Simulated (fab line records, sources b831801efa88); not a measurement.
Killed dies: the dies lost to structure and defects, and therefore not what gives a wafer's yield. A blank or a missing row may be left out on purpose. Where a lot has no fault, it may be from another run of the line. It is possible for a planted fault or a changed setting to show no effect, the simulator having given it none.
A struck lot beside a sound one    flow sky130    43 steps out of a route of 708
Sound: the wafers L798.2, L798.3, L798.4. Wafers struck: L809.2, L809.4, L809.5. The cause comes at the end.
For every step that has rows: the tool of each side, followed by ch and its chambers, followed by its first start. Under that, the readings that differ: sound wafers    struck wafers    difference of the means    sigmas: that difference in standard deviations of wafers without a fault.
alike: readings whose means differ by less than 2 such deviations, and words and numbers that are the same on both sides. not compared: withheld readings, readings that some wafer has no value for, bounds like >300 that may hide the same value, and numbers for which the record gives no deviation and whose values overlap.
Wherever a step has rows on one side only, a row that says differs or no value, or a row with sigmas, the two part there. When numbers do not overlap yet have no deviation, they are printed without sigmas and do not part them. A reading missing from all wafers of one side parts the sides only when that side holds two or more wafers.

first, 5 steps without rows for these wafers: SKY_VIA4_COAT_06 (resist thk 1140 nm); SKY_VIA4_SOFTBAKE_07 (time 60 s); SKY_VIA4_EXPOSE_08 (exposes mask VIM4, target cd 800 nm); SKY_VIA4_PEB_09; SKY_VIA4_DEVELOP_10 (develop time 60 s).
SKY_VIA4_OVL_MEAS_11:
  sound: overlay-01 at day 43 02:09; struck: overlay-02 at day 46 17:17
  alike: VIA4_OVL
SKY_VIA4_ETCH_12: etches SiO2 in C4F8/O2/Ar, stops on TiN, target depth 580 nm.
  sound on rie_diel-03 ch 0,1,2, day 43 02:11; struck on rie_diel-04 ch 1,2,3, day 46 17:19
  alike: oes_product_au
then, 5 steps without rows for these wafers: SKY_VIA4_STRIP_13 (strips in O2/N2); SKY_VIA4_STRIP_14 (strips in post etch residue remover, time 1200 s); SKY_VIA4_CLEAN_15 (cleans in IPA, time 180 s); SKY_VIA4_CLEAN_16 (cleans in O3/DIW); SKY_VIA4_SPUTTER_17 (material TiN, target thk 20 nm, time 80 s).
SKY_VIA4_CVD_18: deposits W, target thk 505 nm, time 152.14 s.
  sound on cvd_w-01 ch 0,1, day 43 02:54; struck on cvd_w-01 ch 0, day 46 18:02
  alike: heater_power_w
SKY_VIA4_RS_MEAS_19: uses a four-point probe to measure.
  sound: film_metro-03 at day 43 03:04; struck: film_metro-03 at day 46 18:13
  alike: VIA4_W_RS
SKY_VIA4_THK_MEAS_20: measures by xrf.
  sound: film_metro-03 at day 43 03:11; struck: film_metro-03 at day 46 18:19
  alike: VIA4_W_THK
then, 3 steps without rows for these wafers: SKY_VIA4_CMP_21 (polishes, stops on SiO2, t overpolish 25 s, target thk 0 nm); SKY_METAL5_SPUTTER_00 (material Ti, target thk 15 nm, time 10 s); SKY_METAL5_SPUTTER_01 (material TiN, target thk 20 nm, time 16.7 s).
SKY_METAL5_SPUTTER_02: material AlCu, target thk 1150 nm, time 61.2 s.
  sound: pvd_sputter-02 at day 43 03:40; struck: pvd_sputter-02 at day 46 18:43
  alike: throttle_valve_pct
then, 2 steps without rows for these wafers: SKY_METAL5_SPUTTER_03 (material Ti, target thk 5 nm, time 3.3 s); SKY_METAL5_SPUTTER_04 (material TiN, target thk 70 nm, time 58.3 s).
SKY_METAL5_RS_MEAS_05: uses a four-point probe to measure.
  sound: film_metro-01 at day 43 03:48; struck: film_metro-03 at day 46 18:52
  alike: METAL5_ALCU_RS
SKY_METAL5_THK_MEAS_06: measures by xrf.
  sound: film_metro-01 at day 43 03:55; struck: film_metro-03 at day 46 18:58
  alike: METAL5_ALCU_THK
then, 7 steps without rows for these wafers: SKY_METAL5_DEHYDRATE_07 (time 60 s); SKY_METAL5_HMDS_08 (prime time 60 s); SKY_METAL5_COAT_09 (resist thk 1800 nm); SKY_METAL5_SOFTBAKE_10 (time 60 s); SKY_METAL5_EXPOSE_11 (exposes mask MM5, target cd 1600 nm); SKY_METAL5_PEB_12; SKY_METAL5_DEVELOP_13 (develop time 60 s).
SKY_METAL5_DESCUM_14: chemistry O2, time 11 s.
  sound on rie_metal-02 ch 0,1, day 44 02:27; struck on rie_metal-01 ch 0, day 47 13:54
  alike: drypump_motor_current_A, oes_product_au
  not compared: rf_hours_counter_h
SKY_METAL5_METAL_ETCH_15: etches the open film in Cl2/BCl3, stops on SiO2, target depth 1260 nm, time 252 s.
  sound on rie_metal-02 ch 0,1, day 44 02:29; struck on rie_metal-01 ch 0, day 47 13:56
  alike: drypump_motor_current_A, oes_product_au, throttle_valve_pct
  not compared: rf_hours_counter_h
SKY_METAL5_STRIP_16: strips in O2/N2.
  sound on plasma_asher-03 ch 0,1, day 44 02:43; struck on plasma_asher-03 ch 1, day 47 14:10
  alike: drypump_motor_current_A, n2_flow_sccm, oes_product_au, strip_time_to_endpoint_s
  not compared: rf_hours_counter_h
then, 4 steps without rows for these wafers: SKY_METAL5_STRIP_17 (strips in post etch residue remover, time 1200 s); SKY_METAL5_CLEAN_18 (cleans in IPA, time 180 s); SKY_METAL5_CLEAN_19 (cleans in O3/DIW); SKY_PASSIVATION_CVD_00 (deposits SiO2, target thk 90 nm).
SKY_PASSIVATION_THK_MEAS_01:
  sound: film_metro-02 at day 44 03:23; struck: film_metro-01 at day 47 14:50
  alike: PASSIVATION_CVD_00_THK
then, 1 step without rows for these wafers: SKY_PASSIVATION_CVD_02 (deposits Si3N4, target thk 540 nm).
SKY_PASSIVATION_THK_MEAS_03:
  sound: film_metro-04 at day 44 03:40; struck: film_metro-02 at day 47 15:14
  alike: PASSIVATION_CVD_02_THK
then, 2 steps without rows for these wafers: SKY_PASSIVATION_DEHYDRATE_04 (time 60 s); SKY_PASSIVATION_HMDS_05 (prime time 60 s).
SKY_PAD_OPEN_PROBE_99:
  the record has rows for the struck wafers here (prober-01, day 49 07:12) and none for the sound ones

== WHERE THEY PART ==
Only at SKY_PAD_OPEN_PROBE_99, as far as this record shows.

WHY: what the simulator had put in
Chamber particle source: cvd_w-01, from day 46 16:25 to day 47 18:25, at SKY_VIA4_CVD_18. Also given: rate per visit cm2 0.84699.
